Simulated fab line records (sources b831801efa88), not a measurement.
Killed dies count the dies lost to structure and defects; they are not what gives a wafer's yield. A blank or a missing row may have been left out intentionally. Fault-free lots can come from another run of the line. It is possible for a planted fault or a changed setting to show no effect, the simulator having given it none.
fab line records    flow gf180mcu    part 2 of 2: steps 25 to 35 of 35
[record] lots = 5  wafers = 15  last_day = 34
route steps=602 shown HV_LDD@182
lots with no fault: from the same line, run without faults
start_h: hours from the record's opening day to when the first of the lot's shown wafers began    wait_h: time in hours since the lot's previous step    " repeats the value in the row above    L1.1+2: a row that stands for several wafers    - no value present, or no start provided    * or withheld: withheld    < > ~ a bound
route shown NAME@n: a module of which the file shows steps, and the number in the route of the first    usual: average and standard deviation across the fault-free wafers    same: alike in all rows    chamber/n: place in a boat    sites: the reading at each site    _std_site: how widely they spread, as a standard deviation    _edge_site: outer sites' mean less inner sites'    radius_mm: how far each site lies from the wafer's centre    mask NAME#n: copy n    behind: the most recent tool/chamber to have shaped the wafer    hold: cause of the lot's hold/its duration in hours/its outcome    device: the n, p or np transistor that did not switch    end of line: at the end of the route, the tests of the same wafers    a step with no rows: only its recipe    killed: dies lost to structure and defects at the first sort, not the wafer's yield    map: dies across one wafer; x = killed, . = not, _ = none there
set.NAME: the setting that was run; set.NAME@STEP: the one run at that earlier step    model.NAME: the simulator's own value behind a step, which no gauge read
lots seen at some steps along the route; tables by step, rows by wafer
services: the hour from which a tool's chamber was out of use, counted from the record's first day as start_h (under 0 if before that day), plus the number of hours and why
[[steps]]
[step GF_HV_LDD_DEVELOP_30]
[recipe] develop_time_s = 60  dev_temp_c = 23
[usual] exhaust_pa = 45.0/0.92  resist_line_temp_C = 23.01/0.1
lot.wafer  tool            chamber  start_h  wait_h  exhaust_pa  resist_line_temp_C
L075.4     litho_track-02  0        269.19   0.1     45.3        22.96
L075.5     "               0        "        "       44.1        22.91
L075.6     "               0        "        "       46.2        23.00
L080.1     litho_track-03  0        299.98   0.1     44.4        23.03
L080.2     "               0        "        "       45.1        23.10
L080.5     "               0        "        "       45.0        23.18
L081.1     litho_track-01  0        305.47   0.1     46.2        23.03
L081.2     "               0        "        "       45.3        23.06
L081.5     "               0        "        "       45.8        23.10
L093.1     litho_track-01  0        404.82   0.1     44.7        22.74
L093.4     "               0        "        "       44.4        22.96
L093.5     "               0        "        "       44.5        23.10
L096.2     litho_track-03  0        423.95   0.1     45.6        23.08
L096.5     "               0        "        "       44.0        22.94
L096.6     "               0        "        "       44.4        23.13
[step GF_HV_LDD_CD_MEAS_31]
[recipe] target_cd_nm = 400
[usual] cd_nm = 399.9/2.1
lot.wafer  tool       chamber  start_h  wait_h  cd_nm
L075.4     cd_sem-02  -        269.32   0.1     400.1
L075.5     "          -        "        "       397.4
L075.6     "          -        "        "       401.1
L080.1     cd_sem-02  -        300.13   0.1     401.6
L080.2     "          -        "        "       401.7
L080.5     "          -        "        "       401.6
L081.1     cd_sem-02  -        305.62   0.1     397.9
L081.2     "          -        "        "       397.2
L081.5     "          -        "        "       401.5
L093.1     cd_sem-01  -        404.97   0.1     401.3
L093.4     "          -        "        "       401.7
L093.5     "          -        "        "       401.1
L096.2     cd_sem-02  -        424.10   0.1     398.1
L096.5     "          -        "        "       399.1
L096.6     "          -        "        "       398.5
[step GF_HV_LDD_OVL_MEAS_32]
[usual] HV_LDD_02_OVL = -0.3/1.5
lot.wafer  tool        chamber  start_h  wait_h  HV_LDD_02_OVL[nm]
L075.4     overlay-01  -        269.40   0.1     0.1
L075.5     "           -        "        "       -0.7
L075.6     "           -        "        "       0.4
L080.1     overlay-02  -        300.25   0.1     0.6
L080.2     "           -        "        "       -1.3
L080.5     "           -        "        "       -1.1
L081.1     overlay-02  -        305.74   0.1     1.2
L081.2     "           -        "        "       0.0
L081.5     "           -        "        "       0.5
L093.1     overlay-02  -        405.09   0.1     -0.5
L093.4     "           -        "        "       -0.1
L093.5     "           -        "        "       -0.6
L096.2     overlay-01  -        424.20   0.1     -2.6
L096.5     "           -        "        "       -1.9
L096.6     "           -        "        "       -2.2
[step GF_HV_LDD_IMPLANT_33]
[recipe] species = P  energy_kev = 60  dose_cm2 = 7.5e+12  tilt_deg = 30  rotation_deg = 0
lot.wafer   tool          chamber  start_h  wait_h
L075.4+5+6  implanter-01  0        269.49   0.1
L080.1+2+5  implanter-01  0        300.28   0.0
L081.1+2+5  implanter-01  0        305.78   0.0
L093.1+4+5  implanter-04  0        405.13   0.0
L096.2+5+6  implanter-02  0        424.26   0.0
[step GF_HV_LDD_IMPLANT_34]
[recipe] species = P  energy_kev = 60  dose_cm2 = 7.5e+12  tilt_deg = 30  rotation_deg = 90
lot.wafer   tool          chamber  start_h  wait_h
L075.4+5+6  implanter-01  0        269.64   0.1
L080.1+2+5  implanter-01  0        300.43   0.1
L081.1+2+5  implanter-01  0        305.93   0.1
L093.1+4+5  implanter-04  0        405.28   0.1
L096.2+5+6  implanter-02  0        424.41   0.1
[step GF_HV_LDD_IMPLANT_35]
[recipe] species = P  energy_kev = 60  dose_cm2 = 7.5e+12  tilt_deg = 30  rotation_deg = 180
lot.wafer   tool          chamber  start_h  wait_h
L075.4+5+6  implanter-01  0        269.79   0.1
L080.1+2+5  implanter-01  0        300.58   0.1
L081.1+2+5  implanter-01  0        306.08   0.1
L093.1+4+5  implanter-04  0        405.43   0.1
L096.2+5+6  implanter-02  0        424.56   0.1
[step GF_HV_LDD_IMPLANT_36]
[recipe] species = P  energy_kev = 60  dose_cm2 = 7.5e+12  tilt_deg = 30  rotation_deg = 270
lot.wafer   tool          chamber  start_h  wait_h
L075.4+5+6  implanter-01  0        269.94   0.1
L080.1+2+5  implanter-01  0        300.73   0.1
L081.1+2+5  implanter-01  0        306.23   0.1
L093.1+4+5  implanter-04  0        405.58   0.1
L096.2+5+6  implanter-02  0        424.71   0.1
[step GF_HV_LDD_STRIP_37]
[recipe] chemistry = O2/N2  power_w = 1400  pressure_mtorr = 1500  platen_temp_c = 250  o2_flow_sccm = 3000  n2_flow_sccm = 300  overash_fraction = 0.5
[usual] drypump_motor_current_A = 5.9/0.52  heater_power_w = 331/34  o2_flow_sccm = 3002/8.8  oes_product_au = 0.716/0.0041  strip_time_to_endpoint_s = 12.627/0.03
lot.wafer  tool             chamber  start_h  wait_h  drypump_motor_current_A  heater_power_w  o2_flow_sccm  oes_product_au  rf_hours_counter_h  strip_time_to_endpoint_s
L075.4     plasma_asher-03  0        270.05   0.1     5.3                      338             3004          0.714           -                   12.582
L075.5     "                1        "        "       5.9                      344             3019          0.712           -                   12.560
L075.6     "                0        "        "       5.3                      330             3011          0.714           -                   12.589
L080.1     plasma_asher-04  0        300.88   0.1     6.7                      339             3004          0.714           66                  12.654
L080.2     "                1        "        "       5.3                      317             3007          0.707           66                  12.638
L080.5     "                1        "        "       5.3                      313             3004          0.711           -                   12.604
L081.1     plasma_asher-03  1        306.38   0.1     5.9                      345             2994          0.719           64                  12.617
L081.2     "                0        "        "       5.3                      336             3003          0.709           64                  12.588
L081.5     "                1        "        "       5.9                      348             2996          0.720           -                   12.599
L093.1     plasma_asher-03  0        405.73   0.1     5.3                      337             3018          0.721           73                  12.621
L093.4     "                0        "        "       5.3                      346             3006          0.717           -                   12.582
L093.5     "                0        "        "       5.3                      340             3003          0.717           -                   12.620
L096.2     plasma_asher-01  1        424.91   0.2     5.8                      370             3007          0.715           64                  12.639
L096.5     "                1        "        "       5.8                      360             3001          0.718           -                   12.617
L096.6     "                0        "        "       6.6                      260             2997          0.721           -                   12.585
[step GF_HV_LDD_TW_MEAS_38]
[usual] HV_LDD_3_TW = 1420/13
lot.wafer  tool           chamber  start_h  wait_h  HV_LDD_3_TW
L075.4     film_metro-01  -        270.15   0.1     1415
L075.5     "              -        "        "       1424
L075.6     "              -        "        "       1425
L080.1     film_metro-03  -        300.99   0.1     1403
L080.2     "              -        "        "       1413
L080.5     "              -        "        "       1405
L081.1     film_metro-04  -        306.48   0.1     1423
L081.2     "              -        "        "       1424
L081.5     "              -        "        "       1432
L093.1     film_metro-03  -        405.83   0.1     1388
L093.4     "              -        "        "       1402
L093.5     "              -        "        "       1406
L096.2     film_metro-03  -        425.02   0.1     1407
L096.5     "              -        "        "       1399
L096.6     "              -        "        "       1413
[step GF_HV_LDD_DEHYDRATE_39]
[recipe] temp_c = 200  time_s = 60
[usual] exhaust_pa = 45.2/0.9  resist_line_temp_C = 23.00/0.11
lot.wafer  tool            chamber  start_h  wait_h  exhaust_pa  resist_line_temp_C
L075.4     litho_track-02  0        279.24   9.1     45.0        22.98
L075.5     "               0        "        "       45.6        22.91
L075.6     "               0        "        "       44.5        23.00
L080.1     litho_track-03  0        310.83   9.8     43.6        23.17
L080.2     "               0        "        "       43.9        23.07
L080.5     "               0        "        "       44.1        22.99
L081.1     litho_track-02  0        316.36   9.9     46.3        22.92
L081.2     "               0        "        "       45.2        23.02
L081.5     "               0        "        "       44.6        22.93
L093.1     litho_track-01  0        417.17   11.3    45.8        23.07
L093.4     "               0        "        "       43.6        22.97
L093.5     "               0        "        "       44.1        22.99
L096.2     litho_track-01  0        436.50   11.5    45.1        22.95
L096.5     "               0        "        "       46.1        23.11
L096.6     "               0        "        "       45.2        23.07
[step GF_HV_LDD_HMDS_40]
[recipe] prime_time_s = 60  prime_temp_c = 120
[usual] exhaust_pa = 44.9/0.93  resist_line_temp_C = 23.00/0.11
lot.wafer  tool            chamber  start_h  wait_h  exhaust_pa  resist_line_temp_C
L075.4     litho_track-02  0        279.39   0.1     45.0        22.87
L075.5     "               0        "        "       45.0        22.95
L075.6     "               0        "        "       45.0        22.97
L080.1     litho_track-03  0        310.98   0.1     46.0        22.76
L080.2     "               0        "        "       44.6        22.86
L080.5     "               0        "        "       45.1        22.89
L081.1     litho_track-02  0        316.51   0.1     45.2        23.13
L081.2     "               0        "        "       44.4        23.01
L081.5     "               0        "        "       44.6        23.01
L093.1     litho_track-01  0        417.32   0.1     45.5        23.03
L093.4     "               0        "        "       44.7        23.08
L093.5     "               0        "        "       44.9        23.01
L096.2     litho_track-01  0        436.65   0.1     44.0        23.22
L096.5     "               0        "        "       42.6        23.15
L096.6     "               0        "        "       44.6        23.08
[[services]]
tool              chamber  start_h  hours  kind
implanter-01      -        223.26   8.5    pm
iline_stepper-02  -        224.81   1.7    pm
iline_stepper-01  -        238.49   1.7    pm
iline_stepper-01  -        245.79   2.1    pm
iline_stepper-01  -        247.87   -      consumable_replace:lamp
implanter-01      -        255.09   3.0    repair
plasma_asher-04   -        267.46   3.6    repair
plasma_asher-03   -        273.42   2.0    repair
plasma_asher-03   -        307.17   6.2    repair
plasma_asher-04   -        345.49   1.9    repair
implanter-02      -        361.21   3.4    pm
implanter-01      -        362.86   5.2    pm
plasma_asher-03   -        414.81   15.6   pm
iline_stepper-01  -        416.49   16.7   repair
plasma_asher-03   -        430.41   9.0    pm
plasma_asher-03   0        430.41   9.0    vent_cycle
plasma_asher-03   1        430.41   9.0    vent_cycle
